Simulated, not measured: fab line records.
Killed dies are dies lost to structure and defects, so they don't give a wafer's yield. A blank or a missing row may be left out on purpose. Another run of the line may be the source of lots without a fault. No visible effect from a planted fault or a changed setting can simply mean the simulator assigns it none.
Which tool did it?	flow gf180mcu	18 wafers from 6 lots sampled at 5 of the route's 602 steps

WHAT THE GAUGES SHOWED, per wafer
GF_V3_THK_MEAS_01.
lot	measured	on	V3_CVD_00_THK (nm)
L137	day 21 19:59	film-metro-01	591 599 602
L139	day 22 15:49	film-metro-03	614 604 605
L141	day 23 12:44	film-metro-02	593 596 589
L144	day 24 18:38	film-metro-03	599 597 604
L146	day 25 13:16	film-metro-01	302 293 294
L157	day 28 18:23	film-metro-01	600 599 615

WHICH TOOL RAN EACH LOT (tool, then ch and the chambers of the sampled wafers, then the start)
lot	GF_V2_SPUTTER_21	GF_V2_CMP_26	GF_M3_SPUTTER_04	GF_V3_CVD_00
L137	pvd-sputter-03, day 20 18:32	cmp-01 ch 1,2,3, day 20 18:56	pvd-sputter-02, day 20 19:25	hdpcvd-02 ch 1,2, day 21 19:54
L139	pvd-sputter-03, day 21 15:10	cmp-01 ch 0,1, day 21 15:34	pvd-sputter-02, day 21 16:02	hdpcvd-02 ch 0,2, day 22 15:44
L141	pvd-sputter-02, day 22 12:26	cmp-01 ch 0,2,3, day 22 12:50	pvd-sputter-04, day 22 13:19	hdpcvd-01 ch 0,1, day 23 12:40
L144	pvd-sputter-02, day 23 18:38	cmp-02 ch 1,2, day 23 19:05	pvd-sputter-01, day 23 19:32	hdpcvd-02 ch 0,1, day 24 18:34
L146	pvd-sputter-02, day 24 13:50	cmp-01 ch 0,3, day 24 14:14	pvd-sputter-04, day 24 14:44	hdpcvd-01 ch 1,2, day 25 13:11
L157	pvd-sputter-03, day 27 21:51	cmp-02 ch 0,2,3, day 27 22:21	pvd-sputter-02, day 27 22:44	hdpcvd-02 ch 1,2, day 28 18:18
- GF_V2_SPUTTER_21: material Ti, target thk 15 nm, time 80.02 s.
- GF_V2_CMP_26: polishes, stops on SiO2, t overpolish 15 s, target thk 0 nm.
- GF_M3_SPUTTER_04: material TiN, target thk 50 nm, time 41.7 s.
- GF_V3_CVD_00: deposits SiO2, target thk 600 nm, time 100 s.

THE ANSWER, worked out from the rows above alone
Rule: what is usual is taken from the lots themselves. The widest of any qualifying gaps counts: lots, ordered by their means at a reading, are off when they make up no more than a third of the lots, leave a main group of 4 or more, and stand apart from it by 3 or more times the standard deviation of that group's means. Not used: any main group whose means are identical at the precision the tables above print for the reading. A lot without any number at a reading at which 4 lots or more have one is off too. The other lots that the step has rows for count as sound.
Off: L146, seen at GF_V3_THK_MEAS_01 (V3_CVD_00_THK). Mean 600 nm and standard deviation 5.3 in the main group.
A tool fits if, at a process step before that reading, it ran every lot that is off, and no sound lot after the first of them. Those tools and the gauges at GF_V3_THK_MEAS_01 are tried in the same way. Can't be told from this: 4 tools fit, pvd-sputter-02 at GF_V2_SPUTTER_21, cmp-01 at GF_V2_CMP_26, pvd-sputter-04 at GF_M3_SPUTTER_04, hdpcvd-01 at GF_V3_CVD_00.

WHAT THE SIMULATOR HAD INSERTED
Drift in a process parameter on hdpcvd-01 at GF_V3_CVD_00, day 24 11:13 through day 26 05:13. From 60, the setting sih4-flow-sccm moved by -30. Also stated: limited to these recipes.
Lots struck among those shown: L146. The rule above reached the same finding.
